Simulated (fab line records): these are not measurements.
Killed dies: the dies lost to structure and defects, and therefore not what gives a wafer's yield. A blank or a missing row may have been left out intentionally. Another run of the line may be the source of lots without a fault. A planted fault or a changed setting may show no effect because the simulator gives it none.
A struck lot beside a sound one / flow sky130 / 15 steps out of a route of 708
Sound: wafers L971.2, L971.4, L971.5. Struck: wafers L970.1, L970.2, L970.5. The cause comes at the end.
Order at every step that has rows: each side's tool, ch and its chambers, its first start. Under that, the readings that differ: sound wafers / struck wafers / difference of the means / sigmas: that difference in standard deviations of wafers without a fault.
alike: readings with means less than 2 such deviations apart, plus words and numbers identical on both sides. not compared: withheld readings, readings lacking a value on some wafer, bounds such as >300 that could conceal the same value, and numbers that have no deviation in the record and whose values overlap.
A row with sigmas, a row that says differs or no value, or rows on one side alone: a step with any of these is where the two part. Non-overlapping numbers with no deviation appear without sigmas and do not part them. A reading missing from all wafers of one side parts the sides only when that side holds two or more wafers.

first, 8 steps without rows for these wafers: SKY_LOCAL_INTERCONNECT_DEHYDRATE_03 (time 60 s); SKY_LOCAL_INTERCONNECT_HMDS_04 (prime time 60 s); SKY_LOCAL_INTERCONNECT_COAT_05 (resist thk 60 nm); SKY_LOCAL_INTERCONNECT_COAT_06 (resist thk 450 nm); SKY_LOCAL_INTERCONNECT_SOFTBAKE_07 (time 90 s); SKY_LOCAL_INTERCONNECT_EXPOSE_08 (exposes mask LI1M, target cd 170 nm); SKY_LOCAL_INTERCONNECT_PEB_09; SKY_LOCAL_INTERCONNECT_DEVELOP_10 (develop time 60 s).
SKY_LOCAL_INTERCONNECT_CD_MEAS_11: the cd target is 170 nm.
  sound on cd-sem-01, day 37 03:55; struck on cd-sem-01, day 36 20:23
  alike: cd-nm
SKY_LOCAL_INTERCONNECT_OVL_MEAS_12:
  sound on overlay-01, day 37 04:01; struck on overlay-02, day 36 20:31
  alike: LOCAL_INTERCONNECT_OVL
SKY_LOCAL_INTERCONNECT_ETCH_13: etches BARC in N2/H2, stops on SiO2, time 45.9 s, target depth 60 nm.
  sound on rie-metal-03 ch 0, day 37 04:03; struck on rie-metal-04 ch 0,1, day 36 20:33
  alike: drypump-motor-current-A, h2-flow-sccm, oes-product-au, throttle-valve-pct
  not compared: rf-hours-counter-h
SKY_LOCAL_INTERCONNECT_METAL_ETCH_14: etches TiN in Cl2/BCl3, stops on PSG, target depth 110 nm, time 31.4 s.
  sound on rie-metal-03 ch 0, day 37 04:07; struck on rie-metal-04 ch 0,1, day 36 20:38
  alike: drypump-motor-current-A, oes-product-au, throttle-valve-pct
  not compared: rf-hours-counter-h
SKY_LOCAL_INTERCONNECT_STRIP_15: strips in O2/N2.
  sound on plasma-asher-03 ch 0, day 37 04:10; struck on plasma-asher-03 ch 0,1, day 36 20:42
  no value came back on the struck wafers for any of 5 readings (chamber-pressure-mTorr (mTorr), drypump-motor-current-A (A) and others); on the sound wafers chamber-pressure-mTorr (mTorr) reads 1500.5 1501.0 1498.4
reading=model.KrF-thick_of_LOCAL_INTERCONNECT_COAT_06.thk-nm (nm); sound=0 0 0; struck=352 349.2 346.9; difference=+349; sigmas=
  not compared: rf-hours-counter-h
then, 1 step without rows for these wafers: SKY_LOCAL_INTERCONNECT_STRIP_16 (strips in post etch residue remover, time 1200 s).
-- a jump in the record: the struck wafers' starts before and after are 14 days apart (it breaks off in module LOCAL_INTERCONNECT and resumes in module PAD_OPEN, where the first step shown is number 708 of the route) --
SKY_PAD_OPEN_PROBE_99:
  only the struck wafers here have rows in the record (prober-01, day 50 11:40); the sound ones have none

WHERE THEY PART
Last at SKY_PAD_OPEN_PROBE_99 as far as this record goes, first at SKY_LOCAL_INTERCONNECT_STRIP_15.

WHY: what the simulator had put in
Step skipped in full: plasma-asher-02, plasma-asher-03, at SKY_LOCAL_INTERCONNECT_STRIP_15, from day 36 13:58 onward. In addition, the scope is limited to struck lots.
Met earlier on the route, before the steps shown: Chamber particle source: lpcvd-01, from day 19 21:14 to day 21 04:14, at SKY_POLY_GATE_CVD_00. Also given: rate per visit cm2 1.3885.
